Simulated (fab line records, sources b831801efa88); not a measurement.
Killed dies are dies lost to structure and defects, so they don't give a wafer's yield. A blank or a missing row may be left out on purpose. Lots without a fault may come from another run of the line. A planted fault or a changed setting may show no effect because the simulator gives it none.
Chamber matching | flow gf180mcu | GF_CONTACT_CMP_27 on cmp-01: 4 sister chambers
The step polishes, stops on SiO2, t overpolish 15 s, target thk 0 nm. 8 wafers are shown with their chamber, then 9 later ones without.

WAFERS WITH THEIR CHAMBER
wafer  | chamber | motor_current_A (A) | time_to_endpoint_s (s)
L848.6 | 0       | 11.2                | 69
L849.1 | 2       | 11.2                | 66
L849.3 | 0       | 10.8                | 69
L849.4 | 3       | 12.0                | 70
L850.3 | 3       | 12.3                | 70
L850.6 | 2       | 10.9                | 69
L852.1 | 1       | 12.1                | 71
L852.5 | 1       | 12.5                | 74

WAFERS WITHOUT THEIR CHAMBER
wafer  | motor_current_A (A) | time_to_endpoint_s (s)
L852.6 | 10.5                | 70
L853.3 | 10.8                | 79
L853.5 | 10.9                | 78
L853.6 | 12.2                | 68
L854.2 | 12.5                | 71
L854.5 | 10.6                | 75
L862.3 | 10.7                | 71
L862.5 | 11.4                | 74
L862.6 | 10.6                | 73

WHICH CHAMBER EACH WENT THROUGH
wafer  | from the rows above               | in truth
L852.6 | can't be placed: 0 or 2           | 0
L853.3 | can't be placed: 0 or 1 or 2 or 3 | 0
L853.5 | can't be placed: 0 or 1 or 2 or 3 | 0
L853.6 | can't be placed: 3 or 1           | 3
L854.2 | can't be placed: 1 or 3           | 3
L854.5 | can't be placed: 0 or 2           | 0
L862.3 | can't be placed: 0 or 2           | 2
L862.5 | can't be placed: 0 or 1 or 3 or 2 | 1
L862.6 | can't be placed: 0 or 2           | 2
Placed correctly: 0 of 9. Can't be placed from these rows: 9 (the true chamber is among the candidates in 9). Placed wrongly: 0.
How it was worked out, from the rows above alone: a wafer's distance from a chamber is the root of the sum, over the readings, of the square of ((its reading less the chamber's mean) divided by the reading's scatter). The wafer belongs to the nearest chamber; if the next one is less than 2 further off, it can't be placed. A chamber's mean is the mean of its shown wafers. The scatter: the root of (the sum of the squares of (reading less its chamber's mean) over the shown wafers, divided by (wafers less chambers)).
